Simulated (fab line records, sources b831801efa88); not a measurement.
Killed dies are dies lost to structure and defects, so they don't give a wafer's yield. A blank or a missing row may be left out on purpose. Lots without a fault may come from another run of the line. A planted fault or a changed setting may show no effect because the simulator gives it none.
A struck lot beside a sound one | flow sky130 | 15 steps out of a route of 708
Sound: wafers L512.1, L512.3, L512.4. Struck: wafers L516.2, L516.4, L516.6. The cause comes at the end.
At each step with rows: each side's tool, then ch and its chambers, then its first start. Under that, the readings that differ: sound wafers | struck wafers | difference of the means | sigmas: that difference in standard deviations of wafers without a fault.
alike: readings whose means differ by less than 2 such deviations, and words and numbers that are the same on both sides. not compared: withheld readings, readings that some wafer has no value for, bounds like >300 that may hide the same value, and numbers for which the record gives no deviation and whose values overlap.
The two part at a step that has a row with sigmas, a row that says differs or no value, or rows on one side only. Numbers that don't overlap but have no deviation are shown without sigmas and don't part them. A reading that every wafer of one side lacks parts them only if that side has two wafers or more.

SKY_METAL5_RS_MEAS_05: measures by four-point-probe.
  sound on film_metro-01, day 44 11:28; struck on film_metro-04, day 45 08:56
  alike: METAL5_ALCU_RS
SKY_METAL5_THK_MEAS_06: measures by xrf.
  sound on film_metro-01, day 44 11:35; struck on film_metro-04, day 45 09:03
  alike: METAL5_ALCU_THK
then, 7 steps without rows for these wafers: SKY_METAL5_DEHYDRATE_07 (time 60 s); SKY_METAL5_HMDS_08 (prime time 60 s); SKY_METAL5_COAT_09 (resist thk 1800 nm); SKY_METAL5_SOFTBAKE_10 (time 60 s); SKY_METAL5_EXPOSE_11 (exposes mask MM5, target cd 1600 nm); SKY_METAL5_PEB_12; SKY_METAL5_DEVELOP_13 (develop time 60 s).
SKY_METAL5_DESCUM_14: chemistry O2, time 11 s.
  sound on rie_metal-03 ch 0, day 45 08:15; struck on rie_metal-04 ch 0,1, day 46 05:24
  alike: drypump_motor_current_A, oes_product_au
  not compared: rf_hours_counter_h
SKY_METAL5_METAL_ETCH_15: etches the open film in Cl2/BCl3, stops on SiO2, target depth 1260 nm, time 252 s.
  sound on rie_metal-03 ch 0, day 45 08:19; struck on rie_metal-04 ch 0,1, day 46 05:26
  alike: drypump_motor_current_A, oes_product_au, throttle_valve_pct
  not compared: rf_hours_counter_h
SKY_METAL5_STRIP_16: strips in O2/N2.
  sound on plasma_asher-03 ch 0,1, day 45 08:47; struck on plasma_asher-02 ch 0,1, day 46 05:40
  alike: drypump_motor_current_A, oes_product_au, strip_time_to_endpoint_s
  not compared: rf_hours_counter_h
SKY_METAL5_STRIP_17: strips in post etch residue remover, time 1200 s.
  sound on wet_bench-02 ch 0, day 45 08:53; struck on wet_bench-03 ch 2, day 46 05:46
  reading               | sound             | struck            | difference | sigmas
  bath_guard_temp_C (C) | 71.9 71.7 71.9    | 75.6 75.2 75.2    | +3.5       | +8
  temp_c (C)            | 72.49 72.45 72.60 | 75.03 74.95 74.89 | +2.44      | +22
then, 1 step without rows for these wafers: SKY_METAL5_CLEAN_18 (cleans in IPA, time 180 s).
SKY_PAD_OPEN_PROBE_99:
  sound on prober-01, day 47 04:28; struck on prober-01, day 47 23:59
  alike: defect_limited_yield, killed_at_M0_to_M3, killed_at_M4_up, killed_at_contacts, killed_at_front_end, killed_at_other, killed_dies, killed_open, killed_short, sort_bin_3_pad_short, sort_bin_5_function, sort_bin_6_memory, sort_n_pass, sort_yield_pct

WHERE THEY PART
Only at SKY_METAL5_STRIP_17, within this record. Later steps at which nothing parts them and some readings are alike: SKY_PAD_OPEN_PROBE_99.

WHY: what the simulator had put in
Process parameter drift: wet_bench-03, from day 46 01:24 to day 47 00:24, at SKY_METAL5_STRIP_17. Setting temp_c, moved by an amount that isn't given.
